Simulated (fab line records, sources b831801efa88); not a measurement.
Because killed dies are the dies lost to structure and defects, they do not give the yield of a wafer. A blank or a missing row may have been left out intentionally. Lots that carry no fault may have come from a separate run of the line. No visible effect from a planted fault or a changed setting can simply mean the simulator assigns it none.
Which tool did it? | flow gf180mcu | 13 lots with 39 wafers sampled at 6 steps, on a route of 602 steps

== WHAT THE GAUGES SHOWED, per wafer ==
GF_HV_LDD_OVL_MEAS_20. Usual: for HV_LDD_01_OVL the level is 0.0 nm and the standard deviation is 1.5.
lot  | measured     | on         | HV_LDD_01_OVL (nm) | flag
L698 | day 11 16:55 | overlay-01 | -1.2 0.0 -0.9      |
L699 | day 12 01:38 | overlay-02 | 0.1 0.7 -0.2       |
L700 | day 12 10:00 | overlay-02 | 1.3 1.7 1.9        |
L701 | day 12 23:08 | overlay-01 | -0.4 0.0 0.1       |
L702 | day 12 23:59 | overlay-02 | -1.7 -1.5 0.4      |
L703 | day 13 12:25 | overlay-02 | 0.9 1.0 0.1        |
L704 | day 14 03:14 | overlay-02 | -0.5 -0.6 1.5      |
L705 | day 14 03:36 | overlay-01 | -0.3 -2.1 -3.5     |
L707 | day 14 14:07 | overlay-02 | 1.5 -1.1 1.8       |
L708 | day 15 04:52 | overlay-01 | 1.6 0.2 1.1        |
L716 | day 17 09:41 | overlay-02 | -2.4 -1.6 -3.2     |
L717 | day 17 22:47 | overlay-01 | -2.1 -0.4 -0.2     |
L718 | day 18 08:20 | overlay-01 | 2.0 -0.8 -2.6      |

GF_HV_LDD_OVL_MEAS_32. Usual: for HV_LDD_02_OVL the level is 1.4 nm and the standard deviation is 1.5.
lot  | measured     | on         | HV_LDD_02_OVL (nm) | flag
L698 | day 12 12:30 | overlay-01 | 2.4 1.9 1.9        |
L699 | day 12 20:54 | overlay-01 | 0.7 1.0 1.0        |
L700 | day 13 05:43 | overlay-01 | 2.6 2.1 2.7        |
L701 | day 13 18:59 | overlay-01 | -0.6 1.0 -1.3      |
L702 | day 13 20:26 | overlay-01 | 2.2 -0.5 2.5       |
L703 | day 14 09:29 | overlay-02 | 2.8 0.2 1.4        |
L704 | day 15 00:11 | overlay-01 | 2.4 3.1 3.3        |
L705 | day 15 01:05 | overlay-02 | 3.9 0.6 2.1        |
L707 | day 15 11:05 | overlay-01 | 1.9 1.1 1.2        |
L708 | day 16 02:59 | overlay-01 | 0.8 0.7 1.2        |
L716 | day 18 09:40 | overlay-01 | 1.0 -1.0 -0.7      |
L717 | day 18 23:03 | overlay-02 | -0.2 1.1 0.4       |
L718 | day 19 08:52 | overlay-02 | 2.5 -0.1 1.9       |

GF_PSD_CD_MEAS_07 targets a cd of 400 nm. Usual: cd nm 400.0 nm, standard deviation 1.8.
lot  | measured     | on        | cd nm (nm)        | flag
L698 | day 15 05:19 | cd sem-02 | 400.7 401.1 401.1 |
L699 | day 15 15:04 | cd sem-01 | 400.1 399.2 402.1 |
L700 | day 16 01:55 | cd sem-02 | 402.9 401.4 401.4 |
L701 | day 16 15:17 | cd sem-02 | 398.6 399.3 399.0 |
L702 | day 16 17:16 | cd sem-02 | 399.3 397.0 397.0 |
L703 | day 17 07:38 | cd sem-01 | 398.8 398.3 397.9 |
L704 | day 17 22:20 | cd sem-02 | 398.0 398.4 399.3 |
L705 | day 18 00:01 | cd sem-01 | 399.2 400.1 399.0 |
L707 | day 18 11:18 | cd sem-02 | 400.4 405.8 404.7 |
L708 | day 19 04:59 | cd sem-01 | - - -             | OFF
L716 | day 21 15:08 | cd sem-02 | 400.8 399.5 401.0 |
L717 | day 22 03:34 | cd sem-02 | 403.0 401.9 401.3 |
L718 | day 22 13:45 | cd sem-02 | 399.3 400.1 401.2 |

GF_PSD_TW_MEAS_11. Usual: for PSD_TW the level is 3171 and the standard deviation is 19.
lot  | measured     | on            | PSD_TW            | flag
L698 | day 15 05:43 | film metro-04 | 3167 3170 3170    |
L699 | day 15 15:28 | film metro-04 | 3176 3172 3178    |
L700 | day 16 02:19 | film metro-01 | 3160 3176 3171    |
L701 | day 16 15:41 | film metro-04 | 3164 3148 3165    |
L702 | day 16 17:40 | film metro-01 | 3176 3181 3173    |
L703 | day 17 08:02 | film metro-04 | 3159 3165 3158    |
L704 | day 17 22:44 | film metro-04 | 3156 3157 3186    |
L705 | day 18 00:24 | film metro-04 | 3126 3139 3139    |
L707 | day 18 11:43 | film metro-03 | 3176 3169 3173    |
L708 | day 19 05:23 | film metro-04 | 30 30 30 30 30 30 | OFF
L716 | day 21 15:32 | film metro-04 | 3146 3168 3159    |
L717 | day 22 03:58 | film metro-03 | 3186 3197 3174    |
L718 | day 22 14:09 | film metro-04 | 3173 3147 3153    |

== WHICH TOOL RAN EACH LOT (tool, then ch and the chambers of the sampled wafers, then the start) ==
lot  | GF_HV_LDD_RTA_52                 | GF_PSD_EXPOSE_04
L698 | rtp anneal-01 ch 0, day 13 09:04 | iline stepper-01 ch 0, day 14 19:07
L699 | rtp anneal-02 ch 0, day 13 18:43 | iline stepper-01 ch 0, day 15 05:22
L700 | rtp anneal-02 ch 0, day 14 03:31 | iline stepper-01 ch 0, day 15 14:43
L701 | rtp anneal-02 ch 0, day 14 17:01 | iline stepper-01 ch 0, day 16 04:18
L702 | rtp anneal-01 ch 0, day 14 18:23 | iline stepper-01 ch 0, day 16 06:19
L703 | rtp anneal-02 ch 0, day 15 08:08 | iline stepper-01 ch 0, day 16 20:27
L704 | rtp anneal-02 ch 0, day 15 22:15 | iline stepper-01 ch 0, day 17 10:23
L705 | rtp anneal-01 ch 0, day 15 23:23 | iline stepper-01 ch 0, day 17 12:01
L707 | rtp anneal-02 ch 0, day 16 09:41 | iline stepper-01 ch 0, day 17 23:41
L708 | rtp anneal-01 ch 0, day 17 02:49 | iline stepper-02 ch 0, day 18 17:11
L716 | rtp anneal-01 ch 0, day 19 11:16 | iline stepper-02 ch 0, day 21 03:43
L717 | rtp anneal-01 ch 0, day 20 00:49 | iline stepper-02 ch 0, day 21 15:46
L718 | rtp anneal-01 ch 0, day 20 10:41 | iline stepper-02 ch 0, day 22 01:52
- GF_HV_LDD_RTA_52: time 10 s.
- GF_PSD_EXPOSE_04: exposes mask Pplus, target cd 400 nm.

== AS READ BY THE TOOLS THEMSELVES (means over the sampled wafers that have a number; for cases with no such wafer, the mark the record gives instead) ==
GF_HV_LDD_RTA_52. Usual: lamp power pct 34.0 %, standard deviation 2.5; wafer_temp_C_max 1004.7, standard deviation 0.97.
lot  | tool          | lamp power pct (%) | wafer_temp_C_max | flag
L698 | rtp anneal-01 | 31.4               | 1005.9           |
L699 | rtp anneal-02 | 36.5               | 1004.4           |
L700 | rtp anneal-02 | 36.5               | 1005.2           |
L701 | rtp anneal-02 | 36.5               | 1003.9           |
L702 | rtp anneal-01 | 31.5               | 1004.8           |
L703 | rtp anneal-02 | 36.5               | 1004.5           |
L704 | rtp anneal-02 | 36.5               | 1004.2           |
L705 | rtp anneal-01 | 31.5               | 1005.7           |
L707 | rtp anneal-02 | 36.5               | 1003.8           |
L708 | rtp anneal-01 | 31.5               | 1004.6           |
L716 | rtp anneal-01 | 31.5               | 1004.2           |
L717 | rtp anneal-01 | 31.5               | 1005.9           |
L718 | rtp anneal-01 | 31.5               | 1005.1           |

GF_PSD_EXPOSE_04. Usual: focus offset nm 0.0 nm, standard deviation 0.49.
lot  | tool             | focus offset nm (nm) | flag
L698 | iline stepper-01 | 0.0                  |
L699 | iline stepper-01 | -0.6                 |
L700 | iline stepper-01 | -0.2                 |
L701 | iline stepper-01 | -0.1                 |
L702 | iline stepper-01 | 0.6                  |
L703 | iline stepper-01 | -0.2                 |
L704 | iline stepper-01 | -0.8                 |
L705 | iline stepper-01 | 0.2                  |
L707 | iline stepper-01 | 0.2                  |
L708 | iline stepper-02 | 0.4                  |
L716 | iline stepper-02 | -0.0                 |
L717 | iline stepper-02 | -0.3                 |
L718 | iline stepper-02 | -0.2                 |

== THE ANSWER, worked out from the rows above alone ==
Rule: a lot counts as off when the mean over its wafers that have a number is more than 3 standard deviations away from the usual mean. A lot without any number at a reading at which 4 lots or more have one is off too. The other lots that the step has rows for count as sound. The gauges are gone through in route order, then the tools' own readings, and for those a lot's mean is taken as printed above. At the first step where some lot is off, the reading lying furthest off is the one used; lots without a number count as furthest.
Off at GF_PSD_CD_MEAS_07 (cd nm): L708. Without a number there: L708.
If a tool, at a process step before that reading, ran all the lots that are off and no sound lot after the first of them, it fits. Not tried: the gauges at GF_PSD_CD_MEAS_07; whatever is off there is also off at GF_PSD_TW_MEAS_11, on other tools, and gauge error can't account for it. Of those tried, none fits.

== WHAT WAS PUT IN BY THE SIMULATOR ==
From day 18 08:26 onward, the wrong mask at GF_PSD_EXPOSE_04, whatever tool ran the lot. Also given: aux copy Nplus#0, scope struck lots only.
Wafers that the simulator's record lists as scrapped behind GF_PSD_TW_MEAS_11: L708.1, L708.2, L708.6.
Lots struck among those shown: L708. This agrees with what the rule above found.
